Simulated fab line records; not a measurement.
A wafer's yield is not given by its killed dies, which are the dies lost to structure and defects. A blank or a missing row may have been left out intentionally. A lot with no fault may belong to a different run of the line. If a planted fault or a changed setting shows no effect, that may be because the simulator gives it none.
Which tool is to blame?    flow gf180mcu    at 1 step of a route of 602, 11 lots with 33 wafers sampled

== WHAT THE GAUGES SHOWED, per wafer ==
GF_MIM_THK_MEAS_11: measures by xrf.
lot   measured      on             MIM_ALCU_THK (nm)
L526  day 24 10:11  film-metro-02  203.9 204.3 204.9
L528  day 25 02:44  film-metro-02  205.1 201.7 202.7
L531  day 26 06:19  film-metro-03  198.2 202.5 200.9
L532  day 26 13:55  film-metro-02  205.7 204.6 205.9
L535  day 27 11:08  film-metro-03  202.0 203.4 204.8
L536  day 27 21:51  film-metro-01  201.9 201.0 204.7
L538  day 28 12:38  film-metro-03  199.8 198.8 200.2
L541  day 29 14:46  film-metro-02  203.5 201.9 202.0
L542  day 29 15:49  film-metro-03  203.7 205.7 204.7
L546  day 30 16:00  film-metro-02  203.4 203.1 205.5
L549  day 31 09:44  film-metro-01  204.2 204.2 202.1

== EACH LOT AND THE TOOL THAT RAN IT (in order: tool; ch and the chambers of the sampled wafers; start) ==
Record: no process step prior to these readings.

== THE ANSWER, worked out from the rows above alone ==
Rule: what is usual is taken from the lots themselves. The widest of any qualifying gaps counts: lots, ordered by their means at a reading, are off when they make up no more than a third of the lots, leave a main group of 4 or more, and stand apart from it by 3 or more times the standard deviation of that group's means. The tables above print the reading to a certain number of digits; a main group whose means all agree to those digits is not used. Also off: a lot with no number at a reading for which 4 or more lots have one. Any other lot the step has rows for is counted as sound.
Nothing can be told from this: no lot is off at any reading shown.

== WHAT THE SIMULATOR PUT IN ==
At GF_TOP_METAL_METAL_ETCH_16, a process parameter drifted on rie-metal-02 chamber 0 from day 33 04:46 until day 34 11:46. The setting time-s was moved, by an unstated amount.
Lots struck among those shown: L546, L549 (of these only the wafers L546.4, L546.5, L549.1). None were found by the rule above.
